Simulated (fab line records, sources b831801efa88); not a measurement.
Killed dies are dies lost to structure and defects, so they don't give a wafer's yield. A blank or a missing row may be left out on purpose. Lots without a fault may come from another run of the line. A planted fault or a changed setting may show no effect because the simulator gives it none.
Chamber matching | flow gf180mcu | GF_V2_ETCH_16 on rie_diel-04: 4 sister chambers
The step etches BARC in N2/H2. 4 wafers are shown with their chamber, then 12 later ones without.

WAFERS WITH THEIR CHAMBER
wafer  | chamber | drypump_motor_current_A (A)
L085.5 | 1       | 5.3
L087.1 | 2       | 6.6
L087.2 | 3       | 6.4
L087.4 | 0       | 4.9

WAFERS WITHOUT THEIR CHAMBER
wafer  | drypump_motor_current_A (A)
L089.1 | 6.6
L089.2 | 6.4
L089.4 | 5.3
L090.1 | 6.4
L090.5 | 6.3
L090.6 | 4.9
L092.2 | 6.6
L092.5 | 4.9
L092.6 | 6.4
L095.2 | 4.9
L095.3 | 6.6
L095.5 | 4.9

WHICH CHAMBER EACH WENT THROUGH
wafer  | from the rows above | in truth
L089.1 | 2                   | 2
L089.2 | 3                   | 3
L089.4 | 1                   | 1
L090.1 | 3                   | 3
L090.5 | 3                   | 3
L090.6 | 0                   | 0
L092.2 | 2                   | 2
L092.5 | 0                   | 0
L092.6 | 3                   | 3
L095.2 | 0                   | 0
L095.3 | 2                   | 2
L095.5 | 0                   | 0
Placed correctly: 12 of 12. Can't be placed from these rows: 0. Placed wrongly: 0.
How it was worked out, from the rows above alone: a wafer's distance from a chamber is the root of the sum, over the readings, of the square of ((its reading less the chamber's mean) divided by the reading's scatter). The wafer belongs to the nearest chamber; if the next one is less than 2 further off, it can't be placed. A chamber's mean is the mean of its shown wafers. The scatter: with one shown wafer a chamber, the root of the mean of the squares of how far each hidden wafer lies from its nearest shown one.
